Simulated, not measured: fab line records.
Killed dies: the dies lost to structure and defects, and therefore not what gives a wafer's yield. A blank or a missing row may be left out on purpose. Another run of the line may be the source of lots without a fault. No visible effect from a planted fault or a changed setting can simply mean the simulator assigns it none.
The same fault as seen by 2 desks :: flow sky130 :: only its own numbers are on each desk; what lay behind them is given at the end

== THE TOOL OWNER'S DESK: rieDiel-02 ==
The tool's own readings at SKY_VIA2_ETCH_14 (etches BARC in N2/H2, stops on SiO2, time 45.9 s, target depth 60 nm): means of the sampled wafers that have a number, for each lot that ran on this tool. Marked OUT: a lot whose mean sits more than 4 standard deviations from the usual mean, which makes it out of limits; the brackets give that distance.
Columns: A = drypumpMotorCurrentA at SKY_VIA2_ETCH_14, usual 5.5 A; B = oesProductAu at SKY_VIA2_ETCH_14, usual 0.853 a.u.; C = runLengthS at SKY_VIA2_ETCH_14, usual 74.1 s; D = throttleValvePct at SKY_VIA2_ETCH_14, usual 13.225 %
lot: L720
first seen here: day 37 09:25
A: 5.3
B: 0.855
C: 74.6
D: 13.228

lot: L719
first seen here: day 37 13:57
A: 5.5
B: 0.855
C: 74.7
D: 13.220

lot: L725
first seen here: day 39 00:58
A: 5.0
B: 0.853
C: 74.6
D: 13.228

lot: L732
first seen here: day 41 04:46
A: 5.5
B: 0.895 (+8.5) OUT
C: 72.5
D: 13.230

lot: L733
first seen here: day 41 08:08
A: 5.3
B: 0.889 (+7.2) OUT
C: 72.4
D: 13.233
Finding of this desk: L732, L733 out of limits; the first was L732 at day 41 04:46, on oesProductAu at SKY_VIA2_ETCH_14. L720, L719, L725: within limits.

== METROLOGY DESK ==
Lot by lot, what the gauges showed, no matter which tool ran the lot: averages of those sampled wafers that carry a number. Marked OUT: a lot whose mean sits more than 4 standard deviations from the usual mean, which makes it out of limits; the brackets give that distance.
Columns: A = VIA2_W_RS at SKY_VIA2_RS_MEAS_22, usual 0.270 ohm/sq
lot: L720
first seen here: day 37 10:26
A: 0.273

lot: L719
first seen here: day 37 14:52
A: 0.268

lot: L721
first seen here: day 37 18:53
A: 0.266

lot: L722
first seen here: day 38 03:42
A: 0.270

lot: L723
first seen here: day 38 07:02
A: 0.265

lot: L724
first seen here: day 38 11:04
A: 0.276

lot: L725
first seen here: day 39 01:50
A: 0.268

lot: L728
first seen here: day 39 18:35
A: 0.271

lot: L732
first seen here: day 41 05:40
A: 0.272

lot: L733
first seen here: day 41 09:06
A: 0.270

lot: L734
first seen here: day 41 10:35
A: 0.268

lot: L735
first seen here: day 41 20:49
A: 0.269

lot: L736
first seen here: day 42 05:55
A: 0.272

lot: L739
first seen here: day 42 23:36
A: 0.268
Result from this desk: across the 14 lots, nothing is out of limits.

== ALL TOGETHER ==
The tool owner's desk had the chance to raise an alarm at day 41 04:46 on L732, L733.
At the metrology desk, nothing out of limits was observed.
The metrology desk has L732, L733 on record, within its limits.
All the named lots went through SKY_VIA2_ETCH_14 on rieDiel-02.

== WHAT THE SIMULATOR HAD PUT IN ==
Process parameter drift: rieDiel-02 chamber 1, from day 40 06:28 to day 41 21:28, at SKY_VIA2_ETCH_14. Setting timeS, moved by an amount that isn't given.
Struck lots among those shown: L732, L733.
Time in hours from fault onset to the first out-of-limits reading at each desk: the tool owner's desk, 22.
